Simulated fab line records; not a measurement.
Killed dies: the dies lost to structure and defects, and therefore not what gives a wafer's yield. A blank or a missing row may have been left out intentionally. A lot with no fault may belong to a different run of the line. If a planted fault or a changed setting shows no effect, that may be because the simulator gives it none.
Chamber matching ; flow gf180mcu ; hdpcvd-01 running GF_V3_CVD_00: 3 sister chambers
The step deposits SiO2, target thk 600 nm, time 100 s. 3 wafers are shown with their chamber, then 7 later ones without.

WAFERS WITH THEIR CHAMBER
wafer;chamber;run length s (s)
L368.1;1;127.0
L369.1;2;127.3
L369.3;0;128.4

WAFERS WITHOUT THEIR CHAMBER
wafer;run length s (s)
L369.4;128.6
L371.1;127.2
L371.2;127.9
L371.3;128.6
L372.4;127.9
L372.5;129.4
L372.6;127.0

WHICH CHAMBER EACH ONE RAN IN
wafer;from the rows above;in truth
L369.4;0;0
L371.1;can't be placed: 2 or 1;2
L371.2;can't be placed: 0 or 2 or 1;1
L371.3;0;0
L372.4;can't be placed: 0 or 2 or 1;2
L372.5;0;0
L372.6;can't be placed: 1 or 2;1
3 of 7 placed correctly. From these rows, 4 cannot be placed; in 4 the true chamber is one of the candidates. Wrongly placed: 0.
How it was worked out, from the rows above alone: a wafer's distance from a chamber is the root of the sum, over the readings, of the square of ((its reading less the chamber's mean) divided by the reading's scatter). The wafer belongs to the nearest chamber; if the next one is less than 2 further off, it can't be placed. Each chamber's mean is taken over the wafers shown for it. The scatter (one wafer shown for each chamber): square how far every hidden wafer sits from the nearest shown wafer, average those squares and take the square root.
